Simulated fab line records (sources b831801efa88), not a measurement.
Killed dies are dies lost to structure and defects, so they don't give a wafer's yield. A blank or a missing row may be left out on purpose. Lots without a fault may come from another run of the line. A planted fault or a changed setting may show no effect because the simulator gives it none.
Which tool did it?    flow gf180mcu    24 lots with 72 wafers sampled at 4 steps, on a route of 602 steps

## WHAT THE GAUGES READ, wafer by wafer
GF_M5_OVL_MEAS_08. Usual: M5_OVL typically reads 3 nm, with standard deviation 7.2.
lot   measured      on          M5_OVL (nm)  flag
L074  day 26 19:32  overlay-02  1 5 7        
L075  day 26 23:44  overlay-01  12 -3 5      
L076  day 27 13:20  overlay-02  6 20 21      
L077  day 28 02:08  overlay-02  5 4 -6       
L078  day 28 11:53  overlay-01  19 3 18      
L079  day 28 22:06  overlay-01  16 5 6       
L081  day 29 01:33  overlay-01  -2 12 5      
L080  day 29 06:08  overlay-02  3 -2 13      
L082  day 29 13:18  overlay-02  4 7 9        
L084  day 29 21:00  overlay-01  10 4 15      
L083  day 30 02:35  overlay-01  5 11 6       
L085  day 30 10:15  overlay-01  0 4 -5       
L086  day 30 10:36  overlay-02  -4 2 -3      
L087  day 30 18:41  overlay-01  -8 1 -4      
L088  day 31 02:53  overlay-02  6 -11 9      
L090  day 31 15:50  overlay-01  2 4 3        
L089  day 31 15:58  overlay-01  -3 2 -4      
L091  day 31 21:26  overlay-02  -1 -2 8      
L092  day 32 08:58  overlay-02  -10 2 -2     
L093  day 32 13:45  overlay-01  -10 -9 -13   
L094  day 32 15:02  overlay-02  2 4 4        
L095  day 32 20:54  overlay-02  -3 4 2       
L097  day 33 06:27  overlay-02  0 9 16       
L096  day 33 07:47  overlay-01  13 -6 7      

## EACH LOT AND THE TOOL THAT RAN IT (in order: tool; ch and the chambers of the sampled wafers; start)
lot   GF_M4_SPUTTER_02              GF_V4_SPUTTER_22              GF_MIM_SPUTTER_03
L074  pvd-sputter-03, day 22 22:20  pvd-sputter-03, day 24 22:47  pvd-sputter-02, day 24 23:47
L075  pvd-sputter-01, day 23 03:22  pvd-sputter-02, day 25 03:05  pvd-sputter-03, day 25 03:58
L076  pvd-sputter-04, day 23 18:53  pvd-sputter-01, day 25 17:56  pvd-sputter-02, day 25 18:43
L077  pvd-sputter-03, day 24 10:01  pvd-sputter-01, day 26 07:38  pvd-sputter-02, day 26 08:25
L078  pvd-sputter-01, day 24 19:59  pvd-sputter-03, day 26 17:29  pvd-sputter-03, day 26 18:22
L079  pvd-sputter-03, day 25 09:07  pvd-sputter-02, day 27 05:47  pvd-sputter-04, day 27 06:35
L081  pvd-sputter-04, day 25 12:10  pvd-sputter-02, day 27 08:04  pvd-sputter-03, day 27 08:52
L080  pvd-sputter-03, day 25 16:37  pvd-sputter-01, day 27 12:52  pvd-sputter-03, day 27 13:39
L082  pvd-sputter-03, day 25 23:36  pvd-sputter-01, day 27 20:20  pvd-sputter-02, day 27 21:08
L084  pvd-sputter-03, day 26 09:46  pvd-sputter-02, day 28 04:40  pvd-sputter-03, day 28 05:27
L083  pvd-sputter-01, day 26 14:28  pvd-sputter-03, day 28 10:59  pvd-sputter-03, day 28 11:46
L085  pvd-sputter-01, day 26 23:35  pvd-sputter-01, day 28 18:09  pvd-sputter-02, day 28 18:56
L086  pvd-sputter-03, day 27 00:27  pvd-sputter-01, day 28 18:56  pvd-sputter-02, day 28 19:43
L087  pvd-sputter-01, day 27 08:58  pvd-sputter-02, day 29 02:39  pvd-sputter-03, day 29 03:26
L088  pvd-sputter-03, day 27 18:03  pvd-sputter-02, day 29 11:49  pvd-sputter-03, day 29 12:37
L090  pvd-sputter-03, day 28 09:25  pvd-sputter-03, day 30 02:11  pvd-sputter-03, day 30 02:59
L089  pvd-sputter-03, day 28 10:22  pvd-sputter-02, day 30 02:44  pvd-sputter-02, day 30 03:32
L091  pvd-sputter-03, day 28 15:18  pvd-sputter-03, day 30 07:58  pvd-sputter-04, day 30 08:46
L092  pvd-sputter-01, day 29 02:07  pvd-sputter-02, day 30 19:05  pvd-sputter-03, day 30 19:53
L093  pvd-sputter-03, day 29 09:40  pvd-sputter-03, day 31 01:31  pvd-sputter-04, day 31 02:19
L094  pvd-sputter-04, day 29 11:01  pvd-sputter-01, day 31 02:49  pvd-sputter-03, day 31 03:37
L095  pvd-sputter-03, day 29 16:20  pvd-sputter-03, day 31 08:56  pvd-sputter-04, day 31 10:03
L097  pvd-sputter-03, day 30 04:45  pvd-sputter-03, day 31 19:08  pvd-sputter-04, day 31 19:55
L096  pvd-sputter-04, day 30 06:31  pvd-sputter-02, day 31 21:22  pvd-sputter-04, day 31 22:10
- GF_M4_SPUTTER_02: material AlCu, target thk 450 nm, time 23.9 s.
- GF_V4_SPUTTER_22: material TiN, target thk 10 nm, time 40 s.
- GF_MIM_SPUTTER_03: material Ti, target thk 10 nm, time 6.7 s.

## WHAT THE TOOLS THEMSELVES READ (means of the sampled wafers that have a number; where no wafer has one, the mark that the record gives instead)
GF_M4_SPUTTER_02. Usual: throttle-valve-pct at 30.1 %, with a standard deviation of 1.
lot   tool            throttle-valve-pct (%)  flag
L074  pvd-sputter-03  29.7                    
L075  pvd-sputter-01  29.8                    
L076  pvd-sputter-04  30.2                    
L077  pvd-sputter-03  29.9                    
L078  pvd-sputter-01  30.6                    
L079  pvd-sputter-03  30.4                    
L081  pvd-sputter-04  30.2                    
L080  pvd-sputter-03  29.4                    
L082  pvd-sputter-03  30.6                    
L084  pvd-sputter-03  31.2                    
L083  pvd-sputter-01  30.7                    
L085  pvd-sputter-01  30.8                    
L086  pvd-sputter-03  29.9                    
L087  pvd-sputter-01  30.0                    
L088  pvd-sputter-03  30.2                    
L090  pvd-sputter-03  31.3                    
L089  pvd-sputter-03  30.4                    
L091  pvd-sputter-03  29.4                    
L092  pvd-sputter-01  30.8                    
L093  pvd-sputter-03  30.3                    
L094  pvd-sputter-04  30.1                    
L095  pvd-sputter-03  31.2                    
L097  pvd-sputter-03  29.9                    
L096  pvd-sputter-04  30.7                    

GF_V4_SPUTTER_22. Usual: throttle-valve-pct at 30.4 %, with a standard deviation of 1.1.
lot   tool            throttle-valve-pct (%)  flag
L074  pvd-sputter-03  29.9                    
L075  pvd-sputter-02  30.8                    
L076  pvd-sputter-01  30.0                    
L077  pvd-sputter-01  30.9                    
L078  pvd-sputter-03  30.4                    
L079  pvd-sputter-02  30.5                    
L081  pvd-sputter-02  31.1                    
L080  pvd-sputter-01  30.8                    
L082  pvd-sputter-01  30.1                    
L084  pvd-sputter-02  30.9                    
L083  pvd-sputter-03  30.4                    
L085  pvd-sputter-01  29.3                    
L086  pvd-sputter-01  30.6                    
L087  pvd-sputter-02  30.6                    
L088  pvd-sputter-02  31.2                    
L090  pvd-sputter-03  29.4                    
L089  pvd-sputter-02  30.6                    
L091  pvd-sputter-03  29.9                    
L092  pvd-sputter-02  31.3                    
L093  pvd-sputter-03  30.4                    
L094  pvd-sputter-01  29.4                    
L095  pvd-sputter-03  30.4                    
L097  pvd-sputter-03  29.1                    
L096  pvd-sputter-02  31.4                    

GF_MIM_SPUTTER_03. Usual: throttle-valve-pct at 30.2 %, with a standard deviation of 0.96.
lot   tool            throttle-valve-pct (%)  flag
L074  pvd-sputter-02  30.4                    
L075  pvd-sputter-03  30.5                    
L076  pvd-sputter-02  30.5                    
L077  pvd-sputter-02  30.9                    
L078  pvd-sputter-03  30.2                    
L079  pvd-sputter-04  29.8                    
L081  pvd-sputter-03  29.7                    
L080  pvd-sputter-03  29.4                    
L082  pvd-sputter-02  30.3                    
L084  pvd-sputter-03  29.2                    
L083  pvd-sputter-03  30.0                    
L085  pvd-sputter-02  30.5                    
L086  pvd-sputter-02  30.4                    
L087  pvd-sputter-03  31.1                    
L088  pvd-sputter-03  30.3                    
L090  pvd-sputter-03  30.3                    
L089  pvd-sputter-02  30.3                    
L091  pvd-sputter-04  29.8                    
L092  pvd-sputter-03  30.6                    
L093  pvd-sputter-04  30.7                    
L094  pvd-sputter-03  31.2                    
L095  pvd-sputter-04  29.8                    
L097  pvd-sputter-04  29.7                    
L096  pvd-sputter-04  29.6                    

## THE ANSWER, worked out from the rows above alone
Rule: take the mean of a lot's wafers that have a number; if it is more than 3 standard deviations from the usual mean, the lot is off. A lot without any number at a reading at which 4 lots or more have one is off too. The other lots that the step has rows for count as sound. After the gauges, taken in route order, come the tools' own readings; for these a lot's mean is taken, as printed above. At the first step where some lot is off, the reading lying furthest off is the one used; lots without a number count as furthest.
No lot is off on any of the readings shown, so nothing can be concluded from this.

## WHAT HAD BEEN PUT IN BY THE SIMULATOR
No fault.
